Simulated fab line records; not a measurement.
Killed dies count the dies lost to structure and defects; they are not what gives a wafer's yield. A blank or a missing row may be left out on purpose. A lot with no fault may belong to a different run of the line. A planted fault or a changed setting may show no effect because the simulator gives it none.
Which of the tools did it?	flow sky130	Sampling: 14 lots, 42 wafers, 4 of 708 route steps

== WHAT EACH GAUGE READ, for each wafer ==
SKY_SD_N_CD_MEAS_07: target cd 380 nm.
lot	measured	on	cd nm (nm)
L256	day 27 18:04	cd sem-02	378.8 379.1 378.9
L258	day 28 10:48	cd sem-02	380.3 382.9 382.0
L260	day 29 03:47	cd sem-02	380.0 380.3 379.0
L262	day 30 08:55	cd sem-02	378.2 378.9 381.2
L263	day 30 11:34	cd sem-02	379.0 378.4 377.4
L264	day 31 07:32	cd sem-02	380.7 380.8 383.7
L266	day 31 10:16	cd sem-01	378.6 378.1 377.7
L268	day 32 01:47	cd sem-02	386.5 385.0 385.5
L269	day 32 19:41	cd sem-01	379.4 379.5 384.1
L274	day 34 02:40	cd sem-02	377.1 378.6 378.1
L275	day 34 10:56	cd sem-01	382.9 384.0 385.7
L276	day 34 13:53	cd sem-01	376.8 377.7 379.0
L279	day 35 22:21	cd sem-01	381.7 384.8 384.4
L278	day 35 22:58	cd sem-02	377.6 376.7 376.5

SKY_LI_CONTACT_CD_MEAS_12: target cd 170 nm.
lot	measured	on	cd nm (nm)
L256	day 29 00:16	cd sem-01	170.3 170.7 170.1
L258	day 29 15:56	cd sem-02	169.1 170.7 169.1
L260	day 30 09:59	cd sem-01	169.1 168.5 169.1
L262	day 31 16:39	cd sem-02	170.1 170.9 173.1
L263	day 31 17:38	cd sem-02	169.3 168.9 169.2
L264	day 32 13:44	cd sem-02	171.7 171.2 172.0
L266	day 32 16:19	cd sem-02	169.8 170.5 171.3
L268	day 33 06:47	cd sem-01	169.6 170.1 169.9
L269	day 34 00:04	cd sem-01	172.2 171.0 170.7
L274	day 35 06:31	cd sem-01	166.8 168.4 169.8
L275	day 35 15:04	cd sem-01	170.2 169.9 168.5
L276	day 35 18:10	cd sem-02	169.1 169.9 169.2
L279	day 37 02:40	cd sem-01	170.9 170.8 170.6
L278	day 37 02:58	cd sem-01	168.2 168.6 167.9

SKY_LOCAL_INTERCONNECT_CD_MEAS_11: target cd 170 nm.
lot	measured	on	cd nm (nm)
L256	day 30 06:04	cd sem-01	171.3 170.7 170.8
L258	day 30 21:27	cd sem-01	171.0 169.9 170.5
L260	day 31 16:53	cd sem-02	170.0 169.0 169.0
L262	day 32 22:10	cd sem-02	169.2 169.7 168.3
L263	day 33 00:01	cd sem-02	171.9 171.4 172.3
L264	day 33 18:00	cd sem-02	169.2 172.1 170.6
L266	day 33 19:50	cd sem-01	171.1 173.1 170.5
L268	day 34 09:58	cd sem-02	170.4 170.9 171.0
L269	day 35 04:10	cd sem-01	171.5 173.1 171.5
L274	day 36 10:16	cd sem-01	168.2 168.5 166.9
L275	day 36 18:25	cd sem-01	168.4 168.1 167.0
L276	day 36 22:35	cd sem-01	170.1 169.5 170.0
L279	day 38 06:13	cd sem-01	170.0 170.5 169.8
L278	day 38 06:46	cd sem-02	167.5 167.7 167.3

== TOOL THAT RAN EACH LOT (tool first, then ch and the chambers of the sampled wafers, then the start) ==
lot	SKY_LOCAL_INTERCONNECT_SOFTBAKE_07
L256	litho track-04 ch 0, day 29 15:00
L258	litho track-02 ch 0, day 30 07:00
L260	litho track-03 ch 0, day 31 01:00
L262	litho track-02 ch 0, day 32 07:00
L263	litho track-04 ch 0, day 32 10:00
L264	litho track-03 ch 0, day 33 04:00
L266	litho track-02 ch 0, day 33 07:00
L268	litho track-02 ch 0, day 33 21:00
L269	litho track-02 ch 0, day 34 14:00
L274	litho track-04 ch 0, day 35 20:00
L275	litho track-04 ch 0, day 36 05:00
L276	litho track-04 ch 0, day 36 09:00
L279	litho track-02 ch 0, day 37 17:00
L278	litho track-02 ch 0, day 37 17:00
- SKY_LOCAL_INTERCONNECT_SOFTBAKE_07: time 90 s.

== WHAT THE TOOLS THEMSELVES READ (means of the sampled wafers that have a number; where no wafer has one, the mark that the record gives instead) ==
SKY_LOCAL_INTERCONNECT_SOFTBAKE_07.
lot	tool	exhaust pa (Pa)	run length s (s)
L256	litho track-04	45.9	119.03
L258	litho track-02	44.5	119.43
L260	litho track-03	45.2	119.12
L262	litho track-02	45.7	119.30
L263	litho track-04	44.4	118.88
L264	litho track-03	46.0	119.08
L266	litho track-02	45.1	119.39
L268	litho track-02	46.6	119.43
L269	litho track-02	44.1	119.38
L274	litho track-04	45.4	118.93
L275	litho track-04	45.8	142.19
L276	litho track-04	45.1	142.26
L279	litho track-02	44.7	119.40
L278	litho track-02	44.6	119.53

== THE ANSWER, worked out from the rows above alone ==
Rule: the usual values come from the lots themselves. The widest of any qualifying gaps counts: lots, ordered by their means at a reading, are off when they make up no more than a third of the lots, leave a main group of 4 or more, and stand apart from it by 3 or more times the standard deviation of that group's means. A main group whose means are all the same, to the digits that the tables above print for the reading, isn't used. Also off: a lot with no number at a reading for which 4 or more lots have one. Any other lot the step has rows for is counted as sound. After the gauges, taken in route order, come the tools' own readings; for these a lot's mean is taken, as printed above. At the first step where some lot is off, the reading lying furthest off is the one used; lots without a number count as furthest.
Off: L275, L276, at SKY_LOCAL_INTERCONNECT_SOFTBAKE_07 (run length s). The main group has a mean of 119.24 s with a standard deviation of 0.21.
A tool fits if, at that step or a process step before it, it ran every lot that is off, and no sound lot after the first of them. One candidate fits, namely litho track-04 at SKY_LOCAL_INTERCONNECT_SOFTBAKE_07. Its last sound lot is L274 (day 35 20:00), its first lot that is off L275 (day 36 05:00): a fault that began between those two fits.
The tool's own readings at SKY_LOCAL_INTERCONNECT_SOFTBAKE_07 bear it out: on the lots that are off they differ by more than 5 times the standard deviation of the sound lots' means. run length s reads 142.22 s there against 119.24 s on the sound lots.

== WHAT THE SIMULATOR HAD INSERTED ==
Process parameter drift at SKY_LOCAL_INTERCONNECT_SOFTBAKE_07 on litho track-04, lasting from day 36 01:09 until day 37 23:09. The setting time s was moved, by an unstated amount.
Shown lots that were struck: L275, L276. The same result came from the rule above.
